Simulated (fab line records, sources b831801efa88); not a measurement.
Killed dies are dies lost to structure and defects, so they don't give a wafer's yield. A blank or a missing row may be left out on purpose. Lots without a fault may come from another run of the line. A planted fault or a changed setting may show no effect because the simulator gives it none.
fab line records | flow gf180mcu
record lots=24 wafers=72 last_day=34
route steps=602 shown VT_IMPLANT@100 HV_LDD@195 SALICIDE@284 CONTACT@292 M2@362 V5@544
lots that met no fault: from a run of the same line without faults
start_h: hours from the record's first day to the start of the lot's first wafer shown | wait_h: hours since the lot's step before | " the same as in the row above | L1.1+2: a row that stands for several wafers | - no value, or no start given | * or withheld: withheld | < > ~ a bound
route shown NAME@n: a module of which the file shows steps, and the number in the route of the first | usual: mean/standard deviation of fault-free wafers | same: alike in all rows | chamber/n: place in a boat | sites: the reading at each site | _std_site: their standard deviation | _edge_site: outer sites' mean less inner sites' | radius_mm: how far each site lies from the wafer's centre | mask NAME#n: copy n | behind: the tool/chamber that last shaped the wafer | hold: why the lot was held/for how many hours/how that ended | device: the transistor (n, p or np) that didn't switch | end of line: the same wafers' tests at the end of the route | a step without rows: its recipe alone | killed: dies lost to structure and defects at the first sort, not the wafer's yield | map: a wafer's dies, x killed, . not, _ none there
set.NAME: the setting as run; set.NAME@STEP: as run at that earlier step | model.NAME: the simulator's own value behind a step, which no gauge read
steps of the route over a sample of lots; a table a step, a row a wafer
services: from which hour (start_h, from the record's first day; less than 0 if before it) a tool's chamber was out of use, for how many hours, and why
## steps
# step GF_VT_IMPLANT_TW_MEAS_10
# usual VT_IMPLANT_TW=568/3.2
# columns lot.wafer tool chamber start_h wait_h VT_IMPLANT_TW
L074.1 film_metro-02 - 111.59 0.1 566
L074.3 " - " " 569
L074.4 " - " " 566
L075.1 film_metro-04 - 117.52 0.1 572
L075.3 " - " " 573
L075.4 " - " " 569
L076.1 film_metro-02 - 122.75 0.1 569
L076.3 " - " " 567
L076.6 " - " " 565
L077.3 film_metro-04 - 130.67 0.1 564
L077.4 " - " " 562
L077.5 " - " " 567
L078.1 film_metro-02 - 137.10 0.1 568
L078.4 " - " " 565
L078.6 " - " " 564
L079.2 film_metro-01 - 141.30 0.1 567
L079.5 " - " " 565
L079.6 " - " " 569
L080.3 film_metro-04 - 148.34 0.1 571
L080.5 " - " " 576
L080.6 " - " " 574
L081.4 film_metro-02 - 155.45 0.1 567
L081.5 " - " " 568
L081.6 " - " " 567
L082.1 film_metro-02 - 163.64 0.1 566
L082.2 " - " " 568
L082.4 " - " " 568
L083.1 film_metro-02 - 166.74 0.1 568
L083.3 " - " " 567
L083.6 " - " " 565
L084.1 film_metro-04 - 172.70 0.1 570
L084.5 " - " " 573
L084.6 " - " " 570
L085.3 film_metro-01 - 176.59 0.1 566
L085.5 " - " " 563
L085.6 " - " " 567
L086.1 film_metro-04 - 183.52 0.1 569
L086.2 " - " " 571
L086.6 " - " " 571
L087.3 film_metro-02 - 189.19 0.1 568
L087.4 " - " " 568
L087.5 " - " " 563
L088.3 film_metro-01 - 203.69 0.1 564
L088.5 " - " " 567
L088.6 " - " " 566
L089.2 film_metro-04 - 210.81 0.1 568
L089.3 " - " " 569
L089.5 " - " " 572
L090.1 film_metro-01 - 212.89 0.1 567
L090.2 " - " " 563
L090.3 " - " " 565
L091.2 film_metro-02 - 216.93 0.1 566
L091.5 " - " " 563
L091.6 " - " " 564
L092.1 film_metro-04 - 226.34 0.1 575
L092.2 " - " " 573
L092.5 " - " " 571
L093.4 film_metro-01 - 233.48 0.1 567
L093.5 " - " " 564
L093.6 " - " " 562
L094.4 film_metro-04 - 237.53 0.1 573
L094.5 " - " " 574
L094.6 " - " " 573
L095.1 film_metro-01 - 245.79 0.1 563
L095.4 " - " " 563
L095.5 " - " " 562
L096.1 film_metro-02 - 246.09 0.1 569
L096.2 " - " " 567
L096.3 " - " " 568
L097.1 film_metro-02 - 252.15 0.1 567
L097.3 " - " " 568
L097.5 " - " " 566
# step GF_HV_LDD_CD_MEAS_19
# recipe target_cd_nm=400
# usual cd_nm=402.2/2
# columns lot.wafer tool chamber start_h wait_h cd_nm
L074.1 cd_sem-01 - 232.51 0.1 402.5
L074.3 " - " " 401.9
L074.4 " - " " 401.9
L075.1 cd_sem-02 - 240.92 0.1 403.7
L075.3 " - " " 400.5
L075.4 " - " " 403.0
L076.1 cd_sem-01 - 249.52 0.1 400.2
L076.3 " - " " 402.8
L076.6 " - " " 403.8
L077.3 cd_sem-01 - 259.06 0.1 403.5
L077.4 " - " " 403.1
L077.5 " - " " 402.1
L078.1 cd_sem-01 - 266.66 0.1 400.1
L078.4 " - " " 401.7
L078.6 " - " " 400.9
L079.2 cd_sem-02 - 271.33 0.1 403.7
L079.5 " - " " 402.3
L079.6 " - " " 402.7
L080.3 cd_sem-02 - 281.40 0.1 402.1
L080.5 " - " " 400.6
L080.6 " - " " 402.6
L081.4 cd_sem-01 - 289.42 0.1 403.6
L081.5 " - " " 401.0
L081.6 " - " " 403.3
L082.1 cd_sem-02 - 295.22 0.1 399.4
L082.2 " - " " 398.4
L082.4 " - " " 402.0
L083.1 cd_sem-02 - 305.12 0.1 407.2
L083.3 " - " " 404.9
L083.6 " - " " 405.1
L084.1 cd_sem-02 - 310.37 0.1 400.6
L084.5 " - " " 400.2
L084.6 " - " " 400.5
L085.3 cd_sem-02 - 313.23 0.3 404.6
L085.5 " - " " 407.2
L085.6 " - " " 404.1
L086.1 cd_sem-01 - 323.46 0.1 396.6
L086.2 " - " " 396.9
L086.6 " - " " 398.1
L087.3 cd_sem-02 - 329.36 0.1 402.7
L087.4 " - " " 403.9
L087.5 " - " " 402.1
L088.3 cd_sem-01 - 351.65 0.1 402.3
L088.5 " - " " 403.2
L088.6 " - " " 403.2
L089.2 cd_sem-01 - 355.89 0.1 401.5
L089.3 " - " " 401.7
L089.5 " - " " 402.1
L090.1 cd_sem-02 - 358.86 0.1 402.2
L090.2 " - " " 401.4
L090.3 " - " " 404.4
L091.2 cd_sem-02 - 363.29 0.1 403.4
L091.5 " - " " 401.8
L091.6 " - " " 404.8
L092.1 cd_sem-01 - 375.90 0.1 405.9
L092.2 " - " " 404.7
L092.5 " - " " 401.8
L093.4 cd_sem-02 - 385.83 0.1 404.1
L093.5 " - " " 400.9
L093.6 " - " " 402.5
L094.4 cd_sem-02 - 387.82 0.1 403.6
L094.5 " - " " 403.2
L094.6 " - " " 403.5
L095.1 cd_sem-01 - 400.60 0.1 402.6
L095.4 " - " " 402.8
L095.5 " - " " 403.3
L096.1 cd_sem-02 - 401.90 0.1 400.8
L096.2 " - " " 401.0
L096.3 " - " " 403.0
L097.1 cd_sem-02 - 408.80 0.1 401.2
L097.3 " - " " 402.4
L097.5 " - " " 400.3
# step GF_SALICIDE_RTA_06
# recipe temp_c=530 time_s=30 ambient=N2
# usual chamber_o2_ppm=2.002/0.024 lamp_power_pct=6.17/0.18 wafer_temp_C_max=532.8/0.57
# columns lot.wafer tool chamber start_h wait_h chamber_o2_ppm lamp_power_pct wafer_temp_C_max
L074.1 rtp_anneal-02 0 336.35 0.1 1.990 6.34 531.9
L074.3 " 0 " " 2.027 6.35 532.7
L074.4 " 0 " " 1.978 6.35 531.6
L075.1 rtp_anneal-02 0 349.14 0.1 2.005 6.35 532.2
L075.3 " 0 " " 2.027 6.35 532.6
L075.4 " 0 " " 1.996 6.34 532.1
L076.1 rtp_anneal-02 0 357.66 0.1 2.036 6.35 532.6
L076.3 " 0 " " 1.980 6.35 532.7
L076.6 " 0 " " 1.986 6.35 533.6
L077.3 rtp_anneal-02 0 365.58 0.1 1.980 6.35 533.7
L077.4 " 0 " " 2.018 6.35 532.5
L077.5 " 0 " " 2.026 6.35 532.6
L078.1 rtp_anneal-01 0 376.82 0.1 2.005 6.00 533.1
L078.4 " 0 " " 2.028 5.99 532.8
L078.6 " 0 " " 2.009 5.99 532.6
L079.2 rtp_anneal-01 0 384.99 0.1 1.978 6.00 532.7
L079.5 " 0 " " 1.974 6.00 532.1
L079.6 " 0 " " 1.988 5.99 532.4
L080.3 rtp_anneal-01 0 393.31 0.1 1.972 5.99 533.1
L080.5 " 0 " " 2.007 6.00 532.9
L080.6 " 0 " " 2.003 6.00 532.5
L081.4 rtp_anneal-01 0 403.45 0.1 2.007 5.99 533.8
L081.5 " 0 " " 2.031 5.99 533.6
L081.6 " 0 " " 2.025 5.99 534.0
L082.1 rtp_anneal-02 0 409.52 0.1 1.968 6.34 533.1
L082.2 " 0 " " 2.000 6.35 532.5
L082.4 " 0 " " 1.978 6.35 532.8
L083.1 rtp_anneal-02 0 425.01 0.1 1.974 6.34 531.9
L083.3 " 0 " " 2.043 6.34 531.5
L083.6 " 0 " " 1.996 6.35 531.8
L084.1 rtp_anneal-01 0 427.32 0.1 2.012 5.99 533.0
L084.5 " 0 " " 1.990 5.98 533.7
L084.6 " 0 " " 2.045 5.99 533.2
L085.3 rtp_anneal-02 0 429.94 0.1 2.039 6.34 533.0
L085.5 " 0 " " 1.972 6.34 531.9
L085.6 " 0 " " 2.028 6.34 532.8
L086.1 rtp_anneal-01 0 443.30 0.1 1.997 5.99 533.5
L086.2 " 0 " " 1.998 5.99 532.4
L086.6 " 0 " " 1.988 6.00 533.1
L087.3 rtp_anneal-02 0 454.68 0.1 2.003 6.35 532.5
L087.4 " 0 " " 1.993 6.34 532.1
L087.5 " 0 " " 1.983 6.35 532.6
L088.3 rtp_anneal-01 0 475.40 0.1 1.989 6.00 532.9
L088.5 " 0 " " 1.990 5.99 532.4
L088.6 " 0 " " 1.965 5.99 532.7
L089.2 rtp_anneal-01 0 479.74 0.1 2.008 6.01 532.1
L089.3 " 0 " " 1.991 5.99 532.4
L089.5 " 0 " " 2.004 5.98 533.6
L090.1 rtp_anneal-02 0 481.91 0.1 2.008 6.35 533.2
L090.2 " 0 " " 1.967 6.34 532.8
L090.3 " 0 " " 2.030 6.35 532.4
L091.2 rtp_anneal-01 0 487.67 0.1 2.008 5.99 534.0
L091.5 " 0 " " 1.985 6.00 533.1
L091.6 " 0 " " 1.955 5.99 533.2
L092.1 rtp_anneal-01 0 499.45 0.1 1.969 6.00 532.8
L092.2 " 0 " " 1.985 5.99 532.2
L092.5 " 0 " " 1.995 6.00 533.6
L094.4 rtp_anneal-01 0 513.00 0.1 2.011 6.00 532.8
L094.5 " 0 " " 2.015 5.99 532.7
L094.6 " 0 " " 2.041 5.99 532.8
L093.4 rtp_anneal-01 0 513.59 0.1 2.012 5.99 533.1
L093.5 " 0 " " 1.986 6.00 533.3
L093.6 " 0 " " 2.010 6.00 534.1
L095.1 rtp_anneal-02 0 527.25 0.1 2.036 6.35 533.0
L095.4 " 0 " " 2.027 6.34 532.4
L095.5 " 0 " " 1.994 6.35 533.4
L096.1 rtp_anneal-02 0 527.95 0.1 1.981 6.35 532.4
L096.2 " 0 " " 1.990 6.35 533.5
L096.3 " 0 " " 1.998 6.35 532.6
L097.1 rtp_anneal-02 0 532.49 0.1 2.010 6.34 532.3
L097.3 " 0 " " 2.020 6.36 532.7
L097.5 " 0 " " 1.937 6.35 532.6
# step GF_CONTACT_BOW_MEAS_05
# recipe mode=bow
# usual CONTACT_BOW=67/7.1
# columns lot.wafer tool chamber start_h wait_h CONTACT_BOW[um]
L074.1 film_metro-01 - 337.17 0.2 53
L074.3 " - " " 67
L074.4 " - " " 61
L075.1 film_metro-01 - 349.98 0.1 67
L075.3 " - " " 60
L075.4 " - " " 59
L076.1 film_metro-01 - 358.48 0.2 75
L076.3 " - " " 77
L076.6 " - " " 64
L077.3 film_metro-03 - 366.41 0.3 53
L077.4 " - " " 62
L077.5 " - " " 60
L078.1 film_metro-03 - 377.65 0.1 60
L078.4 " - " " 63
L078.6 " - " " 65
L079.2 film_metro-01 - 385.83 0.2 68
L079.5 " - " " 70
L079.6 " - " " 67
L080.3 film_metro-03 - 394.25 0.2 68
L080.5 " - " " 79
L080.6 " - " " 54
L081.4 film_metro-03 - 404.28 0.2 70
L081.5 " - " " 79
L081.6 " - " " 49
L082.1 film_metro-01 - 410.35 0.2 73
L082.2 " - " " 55
L082.4 " - " " 59
L083.1 film_metro-02 - 425.84 0.2 63
L083.3 " - " " 64
L083.6 " - " " 67
L084.1 film_metro-02 - 428.14 0.2 64
L084.5 " - " " 60
L084.6 " - " " 64
L085.3 film_metro-01 - 430.77 0.1 61
L085.5 " - " " 65
L085.6 " - " " 71
L086.1 film_metro-03 - 444.26 0.2 59
L086.2 " - " " 61
L086.6 " - " " 67
L087.3 film_metro-02 - 455.51 0.3 67
L087.4 " - " " 75
L087.5 " - " " 72
L088.3 film_metro-03 - 476.24 0.2 73
L088.5 " - " " 62
L088.6 " - " " 46
L089.2 film_metro-03 - 480.56 0.2 81
L089.3 " - " " 71
L089.5 " - " " 69
L090.1 film_metro-03 - 482.76 0.1 75
L090.2 " - " " 67
L090.3 " - " " 72
L091.2 film_metro-01 - 488.53 0.2 67
L091.5 " - " " 58
L091.6 " - " " 62
L092.1 film_metro-02 - 500.30 0.2 80
L092.2 " - " " 62
L092.5 " - " " 83
L094.4 film_metro-03 - 513.88 0.2 58
L094.5 " - " " 74
L094.6 " - " " 67
L093.4 film_metro-02 - 514.43 0.2 67
L093.5 " - " " 54
L093.6 " - " " 64
L095.1 film_metro-01 - 528.18 0.1 72
L095.4 " - " " 66
L095.5 " - " " 71
L096.1 film_metro-01 - 528.87 0.1 72
L096.2 " - " " 54
L096.3 " - " " 59
L097.1 film_metro-03 - 533.32 0.2 76
L097.3 " - " " 76
L097.5 " - " " 79
# step GF_M2_SPUTTER_00
# recipe material=Ti target_thk_nm=37.5 arriving_ion_energy_ev=80 substrate_temp_c=200 chamber_pressure_pa=2 power_w=4000 time_s=150
# usual throttle_valve_pct=30.0/0.97
# columns lot.wafer tool chamber start_h wait_h throttle_valve_pct
L074.1 pvd_sputter-04 - 408.42 0.1 28.9
L074.3 " - " " 30.4
L074.4 " - " " 31.2
L075.1 pvd_sputter-01 - 423.29 0.1 29.1
L075.3 " - " " 29.4
L075.4 " - " " 30.5
L076.1 pvd_sputter-01 - 431.72 0.1 29.3
L076.3 " - " " 30.5
L076.6 " - " " 29.1
L077.3 pvd_sputter-02 - 440.77 0.2 29.2
L077.4 " - " " 31.3
L077.5 " - " " 31.0
L078.1 pvd_sputter-01 - 453.11 0.1 29.1
L078.4 " - " " 29.5
L078.6 " - " " 30.4
L079.2 pvd_sputter-01 - 463.53 0.2 30.5
L079.5 " - " " 28.4
L079.6 " - " " 30.4
L080.3 pvd_sputter-02 - 470.44 0.1 28.9
L080.5 " - " " 30.2
L080.6 " - " " 31.2
L081.4 pvd_sputter-01 - 482.43 0.2 28.7
L081.5 " - " " 30.4
L081.6 " - " " 29.2
L082.1 pvd_sputter-01 - 487.33 0.1 29.3
L082.2 " - " " 30.5
L082.4 " - " " 28.6
L083.1 pvd_sputter-04 - 502.84 0.2 28.8
L083.3 " - " " 31.6
L083.6 " - " " 31.0
L084.1 pvd_sputter-02 - 505.24 0.1 31.1
L084.5 " - " " 30.1
L084.6 " - " " 28.9
L085.3 pvd_sputter-01 - 508.99 0.1 30.5
L085.5 " - " " 28.4
L085.6 " - " " 29.2
L086.1 pvd_sputter-04 - 519.93 0.2 31.4
L086.2 " - " " 31.1
L086.6 " - " " 28.7
L087.3 pvd_sputter-02 - 530.69 0.2 31.0
L087.4 " - " " 30.4
L087.5 " - " " 30.9
L088.3 pvd_sputter-02 - 549.16 0.1 31.1
L088.5 " - " " 29.0
L088.6 " - " " 30.4
L089.2 pvd_sputter-02 - 554.32 0.2 30.1
L089.3 " - " " 29.1
L089.5 " - " " 30.4
L090.1 pvd_sputter-04 - 556.54 0.1 30.4
L090.2 " - " " 31.3
L090.3 " - " " 28.8
L091.2 pvd_sputter-04 - 562.39 0.1 28.8
L091.5 " - " " 28.9
L091.6 " - " " 31.2
L092.1 pvd_sputter-04 - 573.92 0.2 31.1
L092.2 " - " " 31.4
L092.5 " - " " 30.3
L094.4 pvd_sputter-01 - 585.61 0.2 28.4
L094.5 " - " " 28.4
L094.6 " - " " 30.4
L093.4 pvd_sputter-02 - 586.67 0.2 30.3
L093.5 " - " " 30.8
L093.6 " - " " 31.0
L095.1 pvd_sputter-04 - 598.27 0.1 31.2
L095.4 " - " " 30.2
L095.5 " - " " 31.0
L096.1 pvd_sputter-04 - 599.72 0.1 31.3
L096.2 " - " " 28.9
L096.3 " - " " 30.2
L097.1 pvd_sputter-04 - 602.84 0.1 30.4
L097.3 " - " " 31.0
L097.5 " - " " 31.2
# step GF_V5_CMP_04
# recipe material=SiO2 down_force_psi=4 platen_rpm=60 pad_velocity_m_s=0.94248
# usual motor_current_A=12.2/1
# columns lot.wafer tool chamber start_h wait_h motor_current_A
L074.1 cmp-02 0 605.71 0.1 14.0
L074.4 " 2 " " 11.6
L074.3 " 3 " " 12.4
L075.3 cmp-01 3 616.47 0.0 12.9
L075.1 " 0 " " 12.0
L075.4 " 2 " " 12.3
L076.1 cmp-02 3 625.16 0.1 13.5
L076.3 " 1 " " 11.7
L076.6 " 0 " " 14.0
L077.4 cmp-01 1 631.80 0.0 10.7
L077.3 " 3 " " 13.0
L077.5 " 1 " " 10.6
L078.4 cmp-01 0 643.27 0.1 12.8
L078.1 " 1 " " 10.2
L078.6 " 1 " " 11.4
L079.2 cmp-02 3 651.65 0.1 13.1
L079.5 " 1 " " 11.4
L079.6 " 2 " " 11.2
L080.3 cmp-02 3 657.26 0.2 13.6
L080.5 " 0 " " 12.9
L080.6 " 1 " " 11.7
L081.4 cmp-01 1 665.62 0.0 10.3
L081.6 " 1 " " 10.7
L081.5 " 2 " " 12.3
L082.4 cmp-01 0 669.75 0.0 12.4
L082.1 " 2 " " 12.0
L082.2 " 3 " " 13.4
L083.1 cmp-01 1 683.51 0.1 11.2
L083.3 " 3 " " 13.3
L083.6 " 0 " " 12.6
L084.1 cmp-02 2 686.10 0.2 11.7
L084.5 " 1 " " 11.0
L084.6 " 2 " " 10.6
L085.3 cmp-02 3 689.37 0.1 13.2
L085.5 " 2 " " 11.0
L085.6 " 3 " " 13.3
L086.1 cmp-02 1 697.85 0.3 11.5
L086.2 " 3 " " 13.0
L086.6 " 0 " " 14.2
L087.4 cmp-02 2 707.05 0.1 11.8
L087.3 " 3 " " 12.7
L087.5 " 2 " " 11.2
L088.3 cmp-01 2 722.12 0.0 12.1
L088.5 " 2 " " 12.7
L088.6 " 3 " " 13.8
L089.2 cmp-01 3 725.86 0.1 13.7
L089.3 " 1 " " 11.0
L089.5 " 2 " " 11.9
L090.3 cmp-02 1 727.68 0.0 11.7
L090.1 " 2 " " 10.8
L090.2 " 0 " " 12.8
L091.2 cmp-01 1 732.34 0.2 10.8
L091.5 " 2 " " 11.9
L091.6 " 3 " " 13.0
L092.2 cmp-02 1 739.85 0.0 11.6
L092.1 " 0 " " 14.3
L092.5 " 2 " " 11.4
L094.4 cmp-01 0 749.21 0.0 12.6
L094.6 " 0 " " 12.5
L094.5 " 1 " " 10.0
L093.4 cmp-02 1 750.75 0.1 11.6
L093.5 " 0 " " 13.8
L093.6 " 1 " " 11.7
L095.1 cmp-01 0 758.55 0.1 11.7
L095.4 " 1 " " 10.5
L095.5 " 0 " " 13.0
L096.2 cmp-01 2 760.36 0.1 12.5
L096.1 " 3 " " 12.9
L096.3 " 0 " " 12.2
L097.3 cmp-02 3 763.96 0.1 13.3
L097.1 " 0 " " 14.0
L097.5 " 0 " " 13.7
## services
# columns tool chamber start_h hours kind
cmp-01 - 317.39 2.5 repair
cmp-01 - 318.27 1.2 repair
cmp-02 - 322.43 2.5 repair
cmp-02 - 326.65 0.8 repair
cmp-01 - 360.82 12.8 pm
cmp-01 - 375.87 3.5 repair
cmp-01 - 379.67 2.1 repair
cmp-01 - 387.22 0.9 repair
cmp-01 - 399.80 5.3 pm
cmp-02 - 404.27 4.0 pm
cmp-02 - 493.99 3.3 repair
cmp-02 - 496.72 1.8 repair
rtp_anneal-02 - 537.78 2.8 pm
cmp-02 - 541.03 0.5 repair
cmp-01 - 572.00 4.0 pm
cmp-02 - 607.83 5.2 pm
cmp-02 - 632.09 13.2 pm
cmp-01 - 645.28 4.5 pm
rtp_anneal-01 - 658.37 3.6 pm
cmp-02 - 671.96 2.8 repair
cmp-02 - 681.46 2.8 repair
cmp-02 - 695.19 2.6 repair
cmp-02 - 744.27 4.0 pm
cmp-01 - 761.71 2.1 repair
## key
fault none
